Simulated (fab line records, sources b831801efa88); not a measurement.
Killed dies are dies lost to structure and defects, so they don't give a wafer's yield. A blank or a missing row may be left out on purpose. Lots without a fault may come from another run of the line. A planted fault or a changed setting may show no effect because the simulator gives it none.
A struck lot beside a sound one | flow sky130 | 28 steps out of a route of 708
Sound: wafers L698.1, L698.5, L698.6. Struck: wafers L705.1, L705.2, L705.4. The cause comes at the end.
At each step with rows: each side's tool, then ch and its chambers, then its first start. Under that, the readings that differ: sound wafers | struck wafers | difference of the means | sigmas: that difference in standard deviations of wafers without a fault.
alike: readings whose means differ by less than 2 such deviations, and words and numbers that are the same on both sides. not compared: withheld readings, readings that some wafer has no value for, bounds like >300 that may hide the same value, and numbers for which the record gives no deviation and whose values overlap.
The two part at a step that has a row with sigmas, a row that says differs or no value, or rows on one side only. Numbers that don't overlap but have no deviation are shown without sigmas and don't part them. A reading that every wafer of one side lacks parts them only if that side has two wafers or more.

first, 5 steps without rows for these wafers: SKY_SONOS_ONO_COAT_08 (resist thk 1140 nm); SKY_SONOS_ONO_SOFTBAKE_09 (time 60 s); SKY_SONOS_ONO_EXPOSE_10 (exposes mask ONOM, target cd 410 nm); SKY_SONOS_ONO_PEB_11; SKY_SONOS_ONO_DEVELOP_12 (develop time 60 s).
SKY_SONOS_ONO_CD_MEAS_13: target cd 410 nm.
  sound on cd_sem-01, day 14 21:44; struck on cd_sem-01, day 17 08:06
  reading    | sound             | struck            | difference | sigmas
  cd_nm (nm) | 407.9 408.5 406.8 | 414.3 414.5 413.1 | +6.2       | +2
SKY_SONOS_ONO_OVL_MEAS_14:
  sound on overlay-02, day 14 21:52; struck on overlay-02, day 17 08:13
  alike: SONOS_ONO_OVL
SKY_SONOS_ONO_ETCH_15: etches the open film in CHF3/O2, target depth 19.52 nm, time 7.8 s.
  sound on rie_diel-01 ch 1,2,3, day 14 21:54; struck on rie_diel-03 ch 0,1,3, day 17 08:16
  alike: O2_flow_sccm, drypump_motor_current_A, oes_product_au, throttle_valve_pct
  not compared: rf_hours_counter_h
then, 1 step without rows for these wafers: SKY_SONOS_ONO_WET_ETCH_16 (etches SiO2 in dHF, target depth 14 nm, time 280 s).
SKY_SONOS_ONO_STRIP_17: strips in O2/N2.
  sound on plasma_asher-03 ch 0,1, day 14 22:00; struck on plasma_asher-03 ch 0,1, day 17 08:22
  alike: drypump_motor_current_A, oes_product_au, strip_time_to_endpoint_s
  not compared: rf_hours_counter_h
then, 2 steps without rows for these wafers: SKY_SONOS_ONO_WET_ETCH_18 (etches Si3N4 in H3PO4, target depth 15 nm, time 172 s); SKY_GATE_OXIDE_CLEAN_00 (cleans in SC1/SC2, time 150 s).
SKY_GATE_OXIDE_OXIDATION_01: stabilise 600 s, purge 300 s, target thk 10.268 nm.
  sound on furnace-01 ch 0, day 14 22:13; struck on furnace-01 ch 0, day 17 09:31
  reading                                           | sound             | struck               | difference | sigmas
  ox_time_s (s)                                     | 1473 1473 1473    | 1178.4 1178.4 1178.4 | -294.6     |
  model.SiO2_of_GATE_OXIDE_OXIDATION_01.thk_nm (nm) | 10.31 10.22 10.27 | 8.796 8.973 8.866    | -1.388     |
  alike: spike_tc_upper_C, tube_center_temp_C_max, zone_power_bottom_pct, zone_power_top_pct
SKY_GATE_OXIDE_THK_MEAS_02:
  sound on film_metro-01, day 14 23:37; struck on film_metro-04, day 17 11:10
  reading                          | sound             | struck         | difference | sigmas
  GATE_OXIDE_OXIDATION_00_THK (nm) | 10.29 10.20 10.23 | 8.82 8.98 8.87 | -1.35      | -7
  not compared: hold
then, 6 steps without rows for these wafers: SKY_GATE_OXIDE_HMDS_04 (prime time 60 s); SKY_GATE_OXIDE_COAT_05 (resist thk 1140 nm); SKY_GATE_OXIDE_SOFTBAKE_06 (time 60 s); SKY_GATE_OXIDE_EXPOSE_07 (exposes mask LVOM, target cd 600 nm); SKY_GATE_OXIDE_PEB_08; SKY_GATE_OXIDE_DEVELOP_09 (develop time 60 s).
SKY_GATE_OXIDE_OVL_MEAS_10:
  sound on overlay-02, day 16 02:23; struck on overlay-01, day 18 16:43
  alike: GATE_OXIDE_OVL
then, 2 steps without rows for these wafers: SKY_GATE_OXIDE_IMPLANT_11; SKY_GATE_OXIDE_WET_ETCH_12 (etches SiO2 in dHF, target depth 16.8 nm, time 336 s).
SKY_GATE_OXIDE_STRIP_13: strips in O2/N2.
  sound on plasma_asher-02 ch 0,1, day 16 02:47; struck on plasma_asher-04 ch 0,1, day 18 16:59
  alike: drypump_motor_current_A, oes_product_au, strip_time_to_endpoint_s
  not compared: rf_hours_counter_h
SKY_GATE_OXIDE_TW_MEAS_14:
  sound on film_metro-03, day 16 02:53; struck on film_metro-04, day 18 17:19
  alike: GATE_OXIDE_TW
  not compared: hold
SKY_GATE_OXIDE_OXIDATION_16: stabilise 600 s, purge 300 s, target thk 3.57 nm.
  sound on furnace-01 ch 0, day 16 06:13; struck on furnace-02 ch 0, day 18 21:38
  reading                                           | sound             | struck           | difference | sigmas
  zone_power_top_pct (%)                            | 25.8 25.3 25.5    | 28.9 28.5 28.8   | +3.2       | +2
  model.SiO2_of_GATE_OXIDE_OXIDATION_01.thk_nm (nm) | 11.69 11.55 11.62 | 10.23 10.4 10.31 | -1.31      |
  alike: ox_time_s, spike_tc_upper_C, tube_center_temp_C_max, zone_power_bottom_pct
then, 1 step without rows for these wafers: SKY_POLY_GATE_CVD_00 (deposits poly-Si, target thk 180 nm, time 720 s).
SKY_PAD_OPEN_PROBE_99:
  the record has rows for the sound wafers here (prober-01, day 47 15:55) and none for the struck ones

WHERE THEY PART
First at SKY_SONOS_ONO_CD_MEAS_13; last, within this record, at SKY_PAD_OPEN_PROBE_99.

WHY: what the simulator had put in
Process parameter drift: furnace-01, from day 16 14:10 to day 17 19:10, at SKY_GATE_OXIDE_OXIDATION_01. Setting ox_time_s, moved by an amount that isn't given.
